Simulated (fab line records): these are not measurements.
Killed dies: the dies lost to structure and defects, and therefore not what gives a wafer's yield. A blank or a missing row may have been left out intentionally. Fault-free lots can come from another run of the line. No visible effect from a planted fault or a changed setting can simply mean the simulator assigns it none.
Struck lot and sound lot, side by side ; flow sky130 ; 15 steps out of a route of 708
Sound: these wafers, L713.1, L713.2, L713.5. Struck: wafers L714.4, L714.5, L714.6. The cause is named last.
Order at every step that has rows: each side's tool, ch and its chambers, its first start. Under that, the readings that differ: sound wafers ; struck wafers ; difference of the means ; sigmas: that difference in standard deviations of wafers without a fault.
alike: same words and numbers on both sides, and readings whose means sit less than 2 such deviations apart. not compared: any withheld reading, any reading some wafer has no value for, any bound like >300 that may hide the same value, and any number with overlapping values for which the record gives no deviation.
A row with sigmas, a row that says differs or no value, or rows on one side alone: a step with any of these is where the two part. When numbers do not overlap yet have no deviation, they are printed without sigmas and do not part them. Lack of a reading on every wafer of one side parts them only where that side has two or more wafers.

first, 5 steps without rows for these wafers: SKY_SONOS_ONO_COAT_08 (resist thk 1140 nm); SKY_SONOS_ONO_SOFTBAKE_09 (time 60 s); SKY_SONOS_ONO_EXPOSE_10 (exposes mask ONOM, target cd 410 nm); SKY_SONOS_ONO_PEB_11; SKY_SONOS_ONO_DEVELOP_12 (develop time 60 s).
SKY_SONOS_ONO_CD_MEAS_13 targets a cd of 410 nm.
  struck on cdSem-02, day 13 11:52; sound on cdSem-01, day 13 06:25
  alike: cdNm
SKY_SONOS_ONO_OVL_MEAS_14:
  struck on overlay-01, day 13 11:57; sound on overlay-02, day 13 06:32
  alike: SONOS_ONO_OVL
SKY_SONOS_ONO_ETCH_15: etches the open film in CHF3/O2, target depth 19.52 nm, time 7.8 s.
  sound on rieDiel-02 ch 0,1, day 13 06:35; struck on rieDiel-03 ch 0,1,2, day 13 11:58
reading;sound;struck;difference;sigmas
oesProductAu (a.u.);0.995 0.981 0.992;1.023 1.007 1.004;+0.022;+2
  alike: drypumpMotorCurrentA, rfFwdPowerW, throttleValvePct
  not compared: rfHoursCounterH
then, 1 step without rows for these wafers: SKY_SONOS_ONO_WET_ETCH_16 (etches SiO2 in dHF, target depth 14 nm, time 280 s).
SKY_SONOS_ONO_STRIP_17: strips in O2/N2.
  sound on plasmaAsher-02 ch 0,1, day 13 06:41; struck on plasmaAsher-01 ch 0,1, day 13 12:07
  alike: drypumpMotorCurrentA, oesProductAu, stripTimeToEndpointS
  not compared: rfHoursCounterH
then, 2 steps without rows for these wafers: SKY_SONOS_ONO_WET_ETCH_18 (etches Si3N4 in H3PO4, target depth 15 nm, time 172 s); SKY_GATE_OXIDE_CLEAN_00 (cleans in SC1/SC2, time 150 s).
SKY_GATE_OXIDE_OXIDATION_01: stabilise 600 s, purge 300 s, target thk 10.268 nm.
  sound on furnace-01 ch 0, day 13 07:46; struck on furnace-02 ch 0, day 13 13:28
reading;sound;struck;difference;sigmas
stabiliseS (s);600 600 600;5400 5400 5400;+4800;
  alike: spikeTcCentreC, zonePowerBottomPct
SKY_GATE_OXIDE_THK_MEAS_02:
  struck on filmMetro-02, day 13 14:55; sound on filmMetro-03, day 13 09:10
  alike: GATE_OXIDE_OXIDATION_00_THK
-- here the record skips 33 days between the struck wafers' starts before and after, leaving off in module GATE_OXIDE and picking up in module PAD_OPEN (first step shown: number 708 of the route) --
SKY_PAD_OPEN_PROBE_99:
  struck on prober-01, day 46 09:23; sound on prober-02, day 46 03:51
reading;sound;struck;difference;sigmas
model.etest.pfetG5v0d10v5.rOnOhmUm;4690 4691 4630;4777 4786 4841;+131;
model.etest.resPwellUnderGate.rsOhmSq;2282 2279 2297;2230 2252 2250;-42;
model.etest.pfetG5v0d10v5.driveUaUm;345.4 348 347.8;335.2 334.1 333.4;-12.8;
model.etest.pfet_01v8_mvt.driveUaUm;157.3 155.9 157;143.3 140.7 141.3;-15.0;
model.etest.fieldN.vtV (V);35.79 36.46 36.4;35.22 34.33 34.65;-1.48;
model.etest.pfet_01v8_mvt.offLog10AUm;-10.51 -10.66 -10.53;-11.65 -11.72 -11.71;-1.13;
model.etest.pfetG5v0d10v5.offLog10AUm;-12.09 -12.33 -12.5;-13.21 -13.33 -13.41;-1.01;
  alike: killed_at_M0_to_M3, killed_at_M4_up, killedAtContacts, killedAtFrontEnd, killedAtOther, killedDies, killedOpen, killedShort
  not compared: model.etest.nfet_05v0_nvt.offLog10AUm

== WHERE THEY PART ==
Only at SKY_SONOS_ONO_ETCH_15, within this record. Later steps at which nothing parts them and some readings are alike: SKY_SONOS_ONO_STRIP_17, SKY_GATE_OXIDE_OXIDATION_01, SKY_GATE_OXIDE_THK_MEAS_02, SKY_PAD_OPEN_PROBE_99.

WHY: the cause the simulator had injected
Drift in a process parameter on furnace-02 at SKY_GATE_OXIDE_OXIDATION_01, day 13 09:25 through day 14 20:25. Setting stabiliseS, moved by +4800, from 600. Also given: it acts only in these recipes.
